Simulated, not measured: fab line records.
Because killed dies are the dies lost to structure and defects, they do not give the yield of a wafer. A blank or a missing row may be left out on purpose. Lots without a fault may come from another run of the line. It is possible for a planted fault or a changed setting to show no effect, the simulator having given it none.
fab line records -- flow sfq_line
record: lots: 6, wafers: 18, last_day: 84
route steps=325 shown M0@36 I0@43
lots that met no fault: taken from a fault-free run of the same line
start_h: the number of hours between the record's first day and the start of the first shown wafer of the lot -- wait_h: how many hours have passed since the lot's step before this one -- " same as the row above -- L1.1+2: one row covering several wafers at once -- - no value, or no start given -- * or withheld: withheld -- < > ~ a bound
route shown NAME@n: names a module that has steps shown in the file, with the first one's number in the route -- usual: mean/standard deviation taken from wafers without a fault -- same: alike in all rows -- chamber/n: place in a boat -- sites: readings site by site -- _std_site: how widely they spread, as a standard deviation -- _edge_site: outer sites' mean less inner sites' -- radius_mm: how far each site lies from the wafer's centre -- mask NAME#n: copy n -- behind: tool/chamber where the wafer was last shaped -- hold: why the lot was held/for how many hours/how that ended -- device: whichever transistor did not switch (one of n, p or np) -- end of line: the same wafers' tests at the end of the route -- where a step has no rows: the recipe by itself -- killed: at the first sort, the dies lost to defects and structure; wafer yield is something else -- map: a wafer's dies, x killed, . not, _ none there
set.NAME: setting as actually run; set.NAME@STEP: the setting as run at that earlier step -- model.NAME: the simulator's own value behind a step, which no gauge read
a table for each step, a row for each wafer; lots at some steps of the route
services: a tool's chamber out of use, with start hour (start_h, from the record's first day; less than 0 if before it), hours out, and reason
== steps ==
step: SFQ_TRILAYER_M0_LITHO_PEB_024
recipe: peb_temp_c: 115, peb_time_s: 60, resist: KrF
step: SFQ_TRILAYER_M0_LITHO_DEVELOP_023
recipe: time_s: 60, resist: KrF
step: SFQ_M0_OVL_MEAS_906
usual: M0_OVL: 1/4.8
lot.wafer,tool,chamber,start_h,wait_h,M0_OVL[nm]
L272.1,overlay-02,-,153.31,0.1,5
L272.3,overlay-02,-,153.31,0.1,8
L272.4,overlay-02,-,153.31,0.1,6
L281.1,overlay-01,-,210.74,0.1,-9
L281.2,overlay-01,-,210.74,0.1,-1
L281.4,overlay-01,-,210.74,0.1,-5
L285.3,overlay-02,-,232.35,0.1,5
L285.4,overlay-02,-,232.35,0.1,3
L285.5,overlay-02,-,232.35,0.1,-1
L288.2,overlay-01,-,252.74,0.1,5
L288.4,overlay-01,-,252.74,0.1,8
L288.6,overlay-01,-,252.74,0.1,11
L289.1,overlay-02,-,260.69,0.1,7
L289.3,overlay-02,-,260.69,0.1,5
L289.5,overlay-02,-,260.69,0.1,7
L295.2,overlay-02,-,290.69,0.1,2
L295.3,overlay-02,-,290.69,0.1,-5
L295.6,overlay-02,-,290.69,0.1,-1
step: SFQ_TRILAYER_M0_BARC_OPEN_METAL_ETCH_031
recipe: mask_material: PR, chemistry: O2, target_depth_nm: 125, target: BARC, icp_w: 600, bias_w: 80, pressure_mtorr: 10, time_s: 41.7
step: SFQ_TRILAYER_M0_ETCH_METAL_ETCH_024
recipe: target: Nb, stop_on: SiO2, mask_material: PR, chemistry: Cl2/Ar, target_depth_nm: 240, icp_w: 600, bias_w: 80, pressure_mtorr: 10, time_s: 120
usual: drypump_motor_current_A: 5.6/0.46, he_backside_leak_sccm: 3.46/0.22, oes_product_au: 0.894/0.0058
same: time_s: 120
lot.wafer,tool,chamber,start_h,wait_h,drypump_motor_current_A,he_backside_leak_sccm,oes_product_au,rf_hours_counter_h
L272.1,rie_metal-01,1,153.41,0.0,5.5,3.57,0.880,123
L272.3,rie_metal-01,1,153.41,0.0,5.5,3.52,0.891,-
L272.4,rie_metal-01,0,153.41,0.0,5.9,3.46,0.886,-
L281.1,rie_metal-04,1,210.83,0.0,5.7,3.47,0.901,197
L281.2,rie_metal-04,0,210.83,0.0,6.1,3.29,0.896,22
L281.4,rie_metal-04,0,210.83,0.0,6.1,3.35,0.904,-
L285.3,rie_metal-04,0,232.48,0.1,6.1,3.27,0.895,-
L285.4,rie_metal-04,1,232.48,0.1,5.6,3.48,0.905,-
L285.5,rie_metal-04,1,232.48,0.1,5.7,3.60,0.897,-
L288.2,rie_metal-04,0,252.99,0.2,6.1,3.43,0.893,-
L288.4,rie_metal-04,0,252.99,0.2,6.1,3.36,0.901,-
L288.6,rie_metal-04,0,252.99,0.2,6.1,3.30,0.886,-
L289.1,rie_metal-04,0,260.80,0.1,6.1,3.32,0.890,36
L289.3,rie_metal-04,0,260.80,0.1,6.1,3.38,0.892,-
L289.5,rie_metal-04,0,260.80,0.1,6.1,3.29,0.893,-
L295.2,rie_metal-01,1,290.89,0.1,5.5,3.42,0.895,-
L295.3,rie_metal-01,1,290.89,0.1,5.5,3.44,0.895,-
L295.6,rie_metal-01,1,290.89,0.1,5.5,3.49,0.891,-
step: SFQ_TRILAYER_M0_STRIP_STRIP_025
recipe: gas: O2, power_w: 200, platen_temp_c: 40, overash_fraction: 0.65, chemistry: O2, pressure_mtorr: 50
step: SFQ_TRILAYER_M0_STRIP_SOLV_CLEAN_026
recipe: chemistry: NMP, temp_c: 70, time_s: 600
step: SFQ_TRILAYER_I0_DEP_PECVD_027
recipe: material: SiO2, temp_c: 150, time_s: 111.11, pressure_torr: 2.4, rf_w: 183.3, precursor: SiH4/N2O, target_thk_nm: 500
usual: heater_power_outer_w: 35/11, heater_power_w: 98/23, throttle_valve_pct: 25.9/1.5
same: time_s: 111.11
lot.wafer,tool,chamber,start_h,wait_h,heater_power_outer_w,heater_power_w,throttle_valve_pct
L272.1,pecvd-04,0,154.31,0.0,24,75,26.4
L272.3,pecvd-04,2,154.31,0.0,27,77,24.9
L272.4,pecvd-04,2,154.31,0.0,29,81,24.7
L281.1,pecvd-02,0,211.73,0.0,36,107,24.2
L281.2,pecvd-02,1,211.73,0.0,48,127,24.8
L281.4,pecvd-02,0,211.73,0.0,40,111,23.9
L285.3,pecvd-02,0,233.33,0.0,43,116,24.3
L285.4,pecvd-02,1,233.33,0.0,38,109,25.0
L285.5,pecvd-02,0,233.33,0.0,45,121,24.0
L288.2,pecvd-02,2,255.04,0.0,41,101,24.4
L288.4,pecvd-02,1,255.04,0.0,52,128,24.9
L288.6,pecvd-02,0,255.04,0.0,43,116,24.5
L289.1,pecvd-04,1,261.95,0.0,37,114,28.8
L289.3,pecvd-04,2,261.95,0.0,32,83,24.9
L289.5,pecvd-04,0,261.95,0.0,15,63,26.4
L295.2,pecvd-04,1,292.49,0.0,39,113,29.0
L295.3,pecvd-04,2,292.49,0.0,32,84,25.0
L295.6,pecvd-04,1,292.49,0.0,40,113,28.8
step: SFQ_TRILAYER_I0_CMP_CMP_028
recipe: material: SiO2, down_force_psi: 3, platen_rpm: 60, pad_velocity_m_s: 0.94248
usual: motor_current_A: 10.3/1.1, slurry_flow_ml_min: 150.0/0.49, time_to_endpoint_s: 217/6.8
lot.wafer,tool,chamber,start_h,wait_h,motor_current_A,slurry_flow_ml_min,time_to_endpoint_s
L272.3,cmp-02,2,154.39,0.0,11.3,150.2,217
L272.4,cmp-02,0,155.39,1.0,10.8,150.6,220
L272.1,cmp-02,1,155.39,1.0,11.1,150.4,203
L281.4,cmp-01,2,216.83,5.0,9.0,149.6,215
L281.2,cmp-01,0,217.83,6.1,11.7,149.4,224
L281.1,cmp-01,1,217.83,6.1,9.9,149.2,216
L285.3,cmp-01,1,250.29,16.9,9.2,149.9,214
L285.4,cmp-01,3,251.29,17.9,9.7,149.5,226
L285.5,cmp-01,2,252.79,19.4,8.1,150.0,212
L288.2,cmp-02,3,266.02,10.9,10.4,149.9,206
L288.4,cmp-02,0,266.02,10.9,10.1,150.6,218
L288.6,cmp-02,0,268.52,13.4,10.3,150.8,216
L289.3,cmp-02,2,272.02,10.0,11.3,150.9,216
L289.1,cmp-02,3,272.02,10.0,10.2,150.2,211
L289.5,cmp-02,3,274.52,12.5,10.3,150.4,219
L295.2,cmp-01,1,305.24,12.7,9.9,150.5,205
L295.3,cmp-01,3,306.24,13.7,10.2,149.8,213
L295.6,cmp-01,1,307.24,14.7,9.0,149.5,216
step: SFQ_I0_BOW_MEAS_907
recipe: mode: bow
usual: I0_BOW: 2/8.2
lot.wafer,tool,chamber,start_h,wait_h,I0_BOW[um]
L272.1,film_metro-02,-,157.39,1.0,4
L272.3,film_metro-02,-,157.39,1.0,7
L272.4,film_metro-02,-,157.39,1.0,3
L281.1,film_metro-01,-,219.83,1.0,-1
L281.2,film_metro-01,-,219.83,1.0,-8
L281.4,film_metro-01,-,219.83,1.0,-8
L285.3,film_metro-03,-,253.33,2.5,13
L285.4,film_metro-03,-,253.33,2.5,13
L285.5,film_metro-03,-,253.33,2.5,7
L288.2,film_metro-01,-,269.04,2.5,-4
L288.4,film_metro-01,-,269.04,2.5,6
L288.6,film_metro-01,-,269.04,2.5,13
L289.1,film_metro-01,-,275.02,2.0,4
L289.3,film_metro-01,-,275.02,2.0,9
L289.5,film_metro-01,-,275.02,2.0,13
L295.2,film_metro-03,-,307.76,2.0,4
L295.3,film_metro-03,-,307.76,2.0,2
L295.6,film_metro-03,-,307.76,2.0,11
step: SFQ_TRILAYER_I0_METRO_MEASURE_029
usual: thk_nm: 200.0/1.1
lot.wafer,tool,chamber,start_h,wait_h,thk_nm
L272.1,film_metro-02,-,157.51,0.1,199.1
L272.3,film_metro-02,-,157.51,0.1,200.3
L272.4,film_metro-02,-,157.51,0.1,200.2
L281.1,film_metro-01,-,219.95,0.1,201.1
L281.2,film_metro-01,-,219.95,0.1,201.7
L281.4,film_metro-01,-,219.95,0.1,200.2
L285.3,film_metro-03,-,253.81,0.5,198.9
L285.4,film_metro-03,-,253.81,0.5,198.0
L285.5,film_metro-03,-,253.81,0.5,198.9
L288.2,film_metro-01,-,269.34,0.3,199.7
L288.4,film_metro-01,-,269.34,0.3,199.4
L288.6,film_metro-01,-,269.34,0.3,200.4
L289.1,film_metro-01,-,275.14,0.1,199.9
L289.3,film_metro-01,-,275.14,0.1,199.2
L289.5,film_metro-01,-,275.14,0.1,200.3
L295.2,film_metro-03,-,308.06,0.3,198.7
L295.3,film_metro-03,-,308.06,0.3,199.8
L295.6,film_metro-03,-,308.06,0.3,199.8
step: SFQ_TRILAYER_I0_VIA_LITHO_COAT_036
recipe: resist: BARC, spin_rpm: 3000, resist_thk_nm: 60.99
step: SFQ_TRILAYER_I0_VIA_LITHO_COAT_031
recipe: resist: KrF, spin_rpm: 3000, resist_thk_nm: 650
lot.wafer,tool,chamber,start_h,wait_h,model.KrF_of_TRILAYER_I0_VIA_LITHO_COAT_031.thk_nm
L272.1,litho_track-04,0,159.01,0.2,648
L272.3,litho_track-04,0,159.01,0.2,649.3
L272.4,litho_track-04,0,159.01,0.2,650.2
L281.1,litho_track-04,0,221.45,0.2,652.2
L281.2,litho_track-04,0,221.45,0.2,651.7
L281.4,litho_track-04,0,221.45,0.2,651.3
L285.3+5,litho_track-04,0,255.01,0.2,666.5
L285.4,litho_track-04,0,255.01,0.2,665.5
L288.2,litho_track-04,0,270.69,0.2,665.6
L288.4,litho_track-04,0,270.69,0.2,665.7
L288.6,litho_track-04,0,270.69,0.2,667.6
L289.1,litho_track-02,0,276.64,0.2,650.8
L289.3,litho_track-02,0,276.64,0.2,651.7
L289.5,litho_track-02,0,276.64,0.2,652.9
L295.2,litho_track-02,0,309.41,0.2,650.6
L295.3,litho_track-02,0,309.41,0.2,652.2
L295.6,litho_track-02,0,309.41,0.2,650.7
step: SFQ_TRILAYER_I0_VIA_LITHO_SOFTBAKE_035
recipe: temp_c: withheld, time_s: withheld, resist: KrF
step: SFQ_TRILAYER_I0_VIA_LITHO_EXPOSE_032
recipe: mask_id: I0, na: 0.6, source_shape: conventional, sigma_outer: 0.65, target_cd_nm: 500, dose_mj: 21.3
step: SFQ_TRILAYER_I0_VIA_LITHO_PEB_034
recipe: peb_temp_c: 115, peb_time_s: 60, resist: KrF
step: SFQ_TRILAYER_I0_VIA_LITHO_DEVELOP_033
recipe: time_s: 60, resist: KrF
step: SFQ_I0_OVL_MEAS_908
usual: I0_OVL: -2/5.5
lot.wafer,tool,chamber,start_h,wait_h,I0_OVL[nm]
L272.1,overlay-01,-,213.14,0.1,1
L272.3,overlay-01,-,213.14,0.1,-3
L272.4,overlay-01,-,213.14,0.1,6
L281.1,overlay-01,-,273.89,0.1,8
L281.2,overlay-01,-,273.89,0.1,7
L281.4,overlay-01,-,273.89,0.1,0
L285.3,overlay-01,-,304.13,0.1,-7
L285.4,overlay-01,-,304.13,0.1,-12
L285.5,overlay-01,-,304.13,0.1,-8
L288.2,overlay-02,-,328.42,0.1,-1
L288.4,overlay-02,-,328.42,0.1,-3
L288.6,overlay-02,-,328.42,0.1,-5
L289.1,overlay-01,-,336.61,0.1,-5
L289.3,overlay-01,-,336.61,0.1,-1
L289.5,overlay-01,-,336.61,0.1,-5
L295.2,overlay-02,-,372.62,0.1,0
L295.3,overlay-02,-,372.62,0.1,-6
L295.6,overlay-02,-,372.62,0.1,-3
step: SFQ_TRILAYER_I0_VIA_BARC_OPEN_VIA_ETCH_046
recipe: mask_material: PR, chemistry: O2, target_depth_nm: 125, target: BARC, source_w: 518.8, bias_w: 80, pressure_mtorr: 30, time_s: 41.7
usual: drypump_motor_current_A: 5.66/0.24, oes_product_au: 0.680/0.0047
same: time_s: 41.7
lot.wafer,tool,chamber,start_h,wait_h,drypump_motor_current_A,oes_product_au,rf_hours_counter_h
L272.1,rie_diel-01,0,213.17,0.0,6.09,0.676,135
L272.3,rie_diel-01,1,213.17,0.0,5.04,0.673,120
L272.4,rie_diel-01,2,213.17,0.0,5.82,0.682,-
L281.1,rie_diel-03,1,273.92,0.0,5.61,0.683,63
L281.2,rie_diel-03,2,273.92,0.0,5.76,0.684,52
L281.4,rie_diel-03,0,273.92,0.0,5.44,0.691,58
L285.3,rie_diel-03,3,304.15,0.0,5.78,0.685,5
L285.4,rie_diel-03,1,304.15,0.0,5.66,0.678,63
L285.5,rie_diel-03,1,304.15,0.0,5.69,0.675,-
L288.2,rie_diel-03,2,328.45,0.0,5.77,0.677,53
L288.4,rie_diel-03,3,328.45,0.0,5.79,0.684,5
L288.6,rie_diel-03,1,328.45,0.0,5.65,0.678,-
L289.1,rie_diel-04,3,336.65,0.0,5.82,0.689,60
L289.3,rie_diel-04,1,336.65,0.0,5.36,0.680,36
L289.5,rie_diel-04,2,336.65,0.0,5.74,0.686,-
L295.2,rie_diel-04,1,372.65,0.0,5.35,0.679,37
L295.3,rie_diel-04,3,372.65,0.0,5.83,0.669,61
L295.6,rie_diel-04,3,372.65,0.0,5.81,0.683,-
step: SFQ_TRILAYER_I0_VIA_ETCH_VIA_ETCH_034
recipe: target: SiO2, stop_on: Nb, mask_material: PR, taper_deg: 20, chemistry: CHF3, target_depth_nm: 260, source_w: 500, bias_w: 80, pressure_mtorr: 30, time_s: withheld
usual: drypump_motor_current_A: 5.66/0.24, oes_product_au: 0.854/0.0052
lot.wafer,tool,chamber,start_h,wait_h,drypump_motor_current_A,oes_product_au,model.KrF_of_TRILAYER_I0_VIA_LITHO_COAT_031.thk_nm
L272.1,rie_diel-01,0,213.21,0.0,6.08,0.856,526
L272.3,rie_diel-01,1,213.21,0.0,5.05,0.860,526.3
L272.4,rie_diel-01,2,213.21,0.0,5.81,0.854,527.8
L281.1,rie_diel-03,1,273.96,0.0,5.63,0.861,529.9
L281.2,rie_diel-03,2,273.96,0.0,5.75,0.856,529
L281.4,rie_diel-03,0,273.96,0.0,5.47,0.850,528.5
L285.3,rie_diel-03,3,304.19,0.0,5.77,0.849,542.9
L285.4,rie_diel-03,1,304.19,0.0,5.58,0.852,542.2
L285.5,rie_diel-03,1,304.19,0.0,5.63,0.851,544.4
L288.2,rie_diel-03,2,328.49,0.0,5.76,0.853,542.7
L288.4,rie_diel-03,3,328.49,0.0,5.81,0.851,541.5
L288.6,rie_diel-03,1,328.49,0.0,5.65,0.865,544.6
L289.1,rie_diel-04,3,336.69,0.0,5.80,0.853,527.5
L289.3,rie_diel-04,1,336.69,0.0,5.34,0.858,528.6
L289.5,rie_diel-04,2,336.69,0.0,5.79,0.857,530.5
L295.2,rie_diel-04,1,372.69,0.0,5.32,0.859,527.2
L295.3,rie_diel-04,3,372.69,0.0,5.81,0.858,528.6
L295.6,rie_diel-04,3,372.69,0.0,5.82,0.854,527.1
step: SFQ_TRILAYER_I0_VIA_STRIP_STRIP_035
recipe: gas: O2, power_w: 200, platen_temp_c: 40, overash_fraction: 0.65, chemistry: O2, pressure_mtorr: 50
== services ==
tool,chamber,start_h,hours,kind
rie_diel-03,0,133.02,3.4,repair
rie_diel-01,1,162.20,5.0,repair
pecvd-04,-,165.04,0.7,repair
pecvd-02,-,168.16,0.5,repair
rie_diel-03,1,187.38,18.0,repair
film_metro-01,-,196.01,0.7,pm
cmp-02,-,198.51,0.5,repair
rie_diel-03,0,204.67,5.7,repair
cmp-02,-,205.17,0.4,repair
pecvd-04,2,221.65,8.0,repair
cmp-02,-,232.45,4.0,pm
rie_diel-03,-,233.29,5.4,repair
pecvd-02,-,235.99,3.0,repair
cmp-02,-,236.45,5.6,pm
rie_diel-03,1,241.84,4.4,repair
cmp-01,-,290.51,2.2,repair
pecvd-04,1,302.42,7.0,repair
film_metro-01,-,313.01,3.2,pm
cmp-01,-,313.74,4.2,pm
rie_diel-03,0,345.74,8.5,repair
film_metro-01,-,348.65,1.5,pm
pecvd-02,-,352.56,2.8,pm
rie_metal-04,-,357.87,6.5,repair
cmp-02,-,360.39,0.5,repair
== key ==
first_sign none at tools or gauges
model_effect: step: SFQ_TRILAYER_I0_VIA_LITHO_COAT_031, value: KrF_of_TRILAYER_I0_VIA_LITHO_COAT_031.thk_nm, without: 651.5, struck: 666.2
model_effect: step: SFQ_TRILAYER_I0_VIA_ETCH_VIA_ETCH_034, value: KrF_of_TRILAYER_I0_VIA_LITHO_COAT_031.thk_nm, without: 528.4, struck: 543.1
met_at SFQ_TRILAYER_I0_VIA_LITHO_COAT_031
struck_wafers L285.3,L285.4,L285.5,L288.2,L288.4,L288.6
onset_between 221.45 255.01
also_fits SFQ_TRILAYER_I0_DEP_PECVD_027:pecvd-02
fault: kind: process_parameter_drift, tool: litho_track-04, chamber: -, onset_h: 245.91, steps: SFQ_TRILAYER_I0_VIA_LITHO_COAT_031, channel: resist_thk_nm, offset: 14.657, shape: step, end_h: 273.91, acts_in: these_recipes_only, stated: 650
